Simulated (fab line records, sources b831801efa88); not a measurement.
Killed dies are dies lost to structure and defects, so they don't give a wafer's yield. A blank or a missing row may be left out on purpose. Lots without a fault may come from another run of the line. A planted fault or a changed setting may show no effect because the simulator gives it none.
Which tool did it? | flow sky130 | 11 lots, 30 wafers sampled, at 6 steps of a route of 708

WHAT THE GAUGES READ, wafer by wafer
SKY_CONTACT_BOW_MEAS_05. Usual: CONTACT_BOW 81 um, standard deviation 6.4.
lot  | measured     | on            | CONTACT_BOW (um) | flag
L603 | day 31 09:46 | film_metro-04 | 80 85 75         |
L605 | day 32 02:29 | film_metro-01 | 75 67            |
L606 | day 32 12:50 | film_metro-04 | 74 76            |
L607 | day 32 23:22 | film_metro-04 | 86 86            |
L613 | day 34 11:13 | film_metro-01 | 90 75 80         |
L614 | day 35 03:23 | film_metro-04 | 80 84 83         |
L615 | day 35 10:38 | film_metro-01 | 81 90 82         |
L617 | day 36 12:34 | film_metro-01 | 82 69 85         |
L616 | day 36 15:49 | film_metro-03 | 84 79 92         |
L619 | day 36 19:11 | film_metro-01 | 81 74 75         |
L618 | day 37 04:13 | film_metro-03 | 78 91 89         |

WHICH TOOL RAN EACH LOT (tool, then ch and the chambers of the sampled wafers, then the start)
lot  | SKY_LI_CONTACT_ETCH_14             | SKY_LI_CONTACT_STRIP_16              | SKY_LOCAL_INTERCONNECT_ETCH_13    | SKY_LOCAL_INTERCONNECT_METAL_ETCH_14 | SKY_LOCAL_INTERCONNECT_STRIP_15
L603 | rie_diel-04 ch 0,2,3, day 30 03:37 | plasma_asher-02 ch 0,1, day 30 03:44 | rie_metal-01 ch 0,1, day 31 08:29 | rie_metal-01 ch 0,1, day 31 08:33    | plasma_asher-03 ch 0,1, day 31 08:36
L605 | rie_diel-04 ch 0,1, day 30 20:25   | plasma_asher-04 ch 0,1, day 30 20:35 | rie_metal-01 ch 0,1, day 32 01:11 | rie_metal-01 ch 0,1, day 32 01:14    | plasma_asher-03 ch 0,1, day 32 01:19
L606 | rie_diel-02 ch 1, day 31 06:55     | plasma_asher-02 ch 0,1, day 31 07:02 | rie_metal-01 ch 0,1, day 32 11:34 | rie_metal-01 ch 0,1, day 32 11:37    | plasma_asher-01 ch 1, day 32 11:40
L607 | rie_diel-01 ch 1,2, day 31 17:31   | plasma_asher-02 ch 0,1, day 31 17:38 | rie_metal-01 ch 0,1, day 32 22:08 | rie_metal-01 ch 0,1, day 32 22:11    | plasma_asher-02 ch 0,1, day 32 22:15
L613 | rie_diel-02 ch 0,1,2, day 33 06:07 | plasma_asher-04 ch 0,1, day 33 06:14 | rie_metal-04 ch 0,1, day 34 09:57 | rie_metal-04 ch 0,1, day 34 10:01    | plasma_asher-02 ch 0,1, day 34 10:04
L614 | rie_diel-04 ch 0,3, day 33 21:40   | plasma_asher-04 ch 0,1, day 33 21:49 | rie_metal-01 ch 0,1, day 35 01:55 | rie_metal-01 ch 0,1, day 35 01:59    | plasma_asher-01 ch 0,1, day 35 02:03
L615 | rie_diel-01 ch 0,1,3, day 34 04:31 | plasma_asher-04 ch 0,1, day 34 04:38 | rie_metal-01 ch 0,1, day 35 09:24 | rie_metal-01 ch 0,1, day 35 09:28    | plasma_asher-02 ch 0,1, day 35 09:31
L617 | rie_diel-01 ch 0,1,3, day 35 08:37 | plasma_asher-02 ch 0,1, day 35 08:44 | rie_metal-03 ch 0,1, day 36 11:02 | rie_metal-03 ch 0,1, day 36 11:06    | plasma_asher-03 ch 0,1, day 36 11:09
L616 | rie_diel-01 ch 2,3, day 35 12:49   | plasma_asher-01 ch 0,1, day 35 12:59 | rie_metal-01 ch 0,1, day 36 14:25 | rie_metal-01 ch 0,1, day 36 14:28    | plasma_asher-02 ch 0,1, day 36 14:32
L619 | rie_diel-04 ch 0,2,3, day 35 15:34 | plasma_asher-02 ch 0,1, day 35 15:41 | rie_metal-04 ch 0,1, day 36 17:52 | rie_metal-04 ch 0,1, day 36 17:55    | plasma_asher-03 ch 0,1, day 36 17:58
L618 | rie_diel-02 ch 2,3, day 36 00:04   | plasma_asher-01 ch 0,1, day 36 00:13 | rie_metal-04 ch 0,1, day 37 02:58 | rie_metal-04 ch 0,1, day 37 03:02    | plasma_asher-02 ch 0,1, day 37 03:06
- SKY_LI_CONTACT_ETCH_14: etches BARC in N2/H2, stops on SiO2, time 45.9 s, target depth 60 nm.
- SKY_LI_CONTACT_STRIP_16: strips in O2/N2.
- SKY_LOCAL_INTERCONNECT_ETCH_13: etches BARC in N2/H2, stops on SiO2, time 45.9 s, target depth 60 nm.
- SKY_LOCAL_INTERCONNECT_METAL_ETCH_14: etches TiN in Cl2/BCl3, stops on PSG, target depth 110 nm, time 31.4 s.
- SKY_LOCAL_INTERCONNECT_STRIP_15: strips in O2/N2.

WHAT THE TOOLS THEMSELVES READ (means of the sampled wafers that have a number; where no wafer has one, the mark that the record gives instead)
SKY_LI_CONTACT_ETCH_14. Usual: drypump_motor_current_A 5.7 A, standard deviation 0.45; oes_product_au 0.855 a.u., standard deviation 0.0045; throttle_valve_pct 13.226 %, standard deviation 0.0091.
lot  | tool        | drypump_motor_current_A (A) | oes_product_au (a.u.) | throttle_valve_pct (%) | flag
L603 | rie_diel-04 | 5.3                         | 0.854                 | 13.230                 |
L605 | rie_diel-04 | 5.4                         | 0.854                 | 13.229                 |
L606 | rie_diel-02 | 6.0                         | 0.853                 | 13.221                 |
L607 | rie_diel-01 | 6.5                         | 0.859                 | 13.227                 |
L613 | rie_diel-02 | 6.0                         | 0.858                 | 13.228                 |
L614 | rie_diel-04 | 5.1                         | 0.856                 | 13.228                 |
L615 | rie_diel-01 | 6.0                         | 0.857                 | 13.221                 |
L617 | rie_diel-01 | 5.9                         | 0.855                 | 13.218                 |
L616 | rie_diel-01 | 6.3                         | 0.856                 | 13.227                 |
L619 | rie_diel-04 | 5.3                         | 0.857                 | 13.232                 |
L618 | rie_diel-02 | 5.6                         | 0.853                 | 13.215                 |

SKY_LI_CONTACT_STRIP_16. Usual: drypump_motor_current_A 5.48 A, standard deviation 0.13; oes_product_au 0.374 a.u., standard deviation 0.0048; strip_time_to_endpoint_s 3.48 s, standard deviation 0.034.
lot  | tool            | drypump_motor_current_A (A) | oes_product_au (a.u.) | strip_time_to_endpoint_s (s) | flag
L603 | plasma_asher-02 | 5.51                        | 0.373                 | 3.49                         |
L605 | plasma_asher-04 | 5.53                        | 0.374                 | 3.50                         |
L606 | plasma_asher-02 | 5.51                        | 0.371                 | 3.40                         |
L607 | plasma_asher-02 | 5.54                        | 0.373                 | 3.53                         |
L613 | plasma_asher-04 | 5.49                        | 0.377                 | 3.45                         |
L614 | plasma_asher-04 | 5.58                        | 0.378                 | 3.52                         |
L615 | plasma_asher-04 | 5.50                        | 0.378                 | 3.50                         |
L617 | plasma_asher-02 | 5.45                        | 0.368                 | 3.48                         |
L616 | plasma_asher-01 | 5.38                        | 0.376                 | 3.49                         |
L619 | plasma_asher-02 | 5.51                        | 0.376                 | 3.47                         |
L618 | plasma_asher-01 | 5.32                        | 0.378                 | 3.50                         |

SKY_LOCAL_INTERCONNECT_ETCH_13. Usual: drypump_motor_current_A 5.6 A, standard deviation 0.32; oes_product_au 0.855 a.u., standard deviation 0.0044; throttle_valve_pct 13.224 %, standard deviation 0.0087.
lot  | tool         | drypump_motor_current_A (A) | oes_product_au (a.u.) | throttle_valve_pct (%) | flag
L603 | rie_metal-01 | 5.6                         | 0.856                 | 13.226                 |
L605 | rie_metal-01 | 5.7                         | 0.833                 | 13.223                 | OFF
L606 | rie_metal-01 | 5.7                         | 0.837                 | 13.238                 | OFF
L607 | rie_metal-01 | 5.7                         | 0.841                 | 13.226                 | OFF
L613 | rie_metal-04 | 5.3                         | 0.861                 | 13.227                 |
L614 | rie_metal-01 | 5.6                         | 0.857                 | 13.229                 |
L615 | rie_metal-01 | 5.6                         | 0.857                 | 13.220                 |
L617 | rie_metal-03 | 5.8                         | 0.856                 | 13.221                 |
L616 | rie_metal-01 | 5.6                         | 0.854                 | 13.226                 |
L619 | rie_metal-04 | 5.6                         | 0.849                 | 13.219                 |
L618 | rie_metal-04 | 5.5                         | 0.854                 | 13.215                 |

SKY_LOCAL_INTERCONNECT_METAL_ETCH_14. Usual: drypump_motor_current_A 5.6 A, standard deviation 0.33; oes_product_au 0.938 a.u., standard deviation 0.0089; throttle_valve_pct 21.904 %, standard deviation 0.0098.
lot  | tool         | drypump_motor_current_A (A) | oes_product_au (a.u.) | throttle_valve_pct (%) | flag
L603 | rie_metal-01 | 5.6                         | 0.940                 | 21.903                 |
L605 | rie_metal-01 | 5.7                         | 0.850                 | 21.962                 | OFF
L606 | rie_metal-01 | 5.7                         | 0.918                 | 21.918                 |
L607 | rie_metal-01 | 5.7                         | 0.923                 | 21.910                 |
L613 | rie_metal-04 | 5.4                         | 0.952                 | 21.893                 |
L614 | rie_metal-01 | 5.5                         | 0.924                 | 21.907                 |
L615 | rie_metal-01 | 5.5                         | 0.941                 | 21.904                 |
L617 | rie_metal-03 | 5.8                         | 0.928                 | 21.902                 |
L616 | rie_metal-01 | 5.5                         | 0.936                 | 21.906                 |
L619 | rie_metal-04 | 5.6                         | 0.941                 | 21.892                 |
L618 | rie_metal-04 | 5.5                         | 0.939                 | 21.903                 |

SKY_LOCAL_INTERCONNECT_STRIP_15. Usual: drypump_motor_current_A 5.52 A, standard deviation 0.21; oes_product_au 0.427 a.u., standard deviation 0.0047; strip_time_to_endpoint_s 4.726 s, standard deviation 0.028.
lot  | tool            | drypump_motor_current_A (A) | oes_product_au (a.u.) | strip_time_to_endpoint_s (s) | flag
L603 | plasma_asher-03 | 5.78                        | 0.424                 | 4.747                        |
L605 | plasma_asher-03 | 5.69                        | 0.426                 | 4.787                        |
L606 | plasma_asher-01 | 5.20                        | 0.433                 | 4.797                        |
L607 | plasma_asher-02 | 5.48                        | 0.428                 | 4.784                        |
L613 | plasma_asher-02 | 5.48                        | 0.429                 | 4.723                        |
L614 | plasma_asher-01 | 5.32                        | 0.428                 | 4.762                        |
L615 | plasma_asher-02 | 5.49                        | 0.425                 | 4.730                        |
L617 | plasma_asher-03 | 5.77                        | 0.425                 | 4.690                        |
L616 | plasma_asher-02 | 5.50                        | 0.423                 | 4.711                        |
L619 | plasma_asher-03 | 5.60                        | 0.427                 | 4.718                        |
L618 | plasma_asher-02 | 5.50                        | 0.429                 | 4.747                        |

THE ANSWER, worked out from the rows above alone
Rule: a lot is off if the mean of its wafers that have a number lies more than 3 standard deviations from the usual mean. A lot without any number at a reading at which 4 lots or more have one is off too. The other lots that the step has rows for count as sound. The gauges are gone through in route order, then the tools' own readings, and for those a lot's mean is taken as printed above. The first step at which some lot is off is used, and at that step the reading that is off furthest; a lot without a number counts as furthest.
Off: L605, L606, L607, at SKY_LOCAL_INTERCONNECT_ETCH_13 (oes_product_au).
A tool fits if, at that step or a process step before it, it ran every lot that is off, and no sound lot after the first of them. None of those tried fits.

WHAT THE SIMULATOR HAD PUT IN
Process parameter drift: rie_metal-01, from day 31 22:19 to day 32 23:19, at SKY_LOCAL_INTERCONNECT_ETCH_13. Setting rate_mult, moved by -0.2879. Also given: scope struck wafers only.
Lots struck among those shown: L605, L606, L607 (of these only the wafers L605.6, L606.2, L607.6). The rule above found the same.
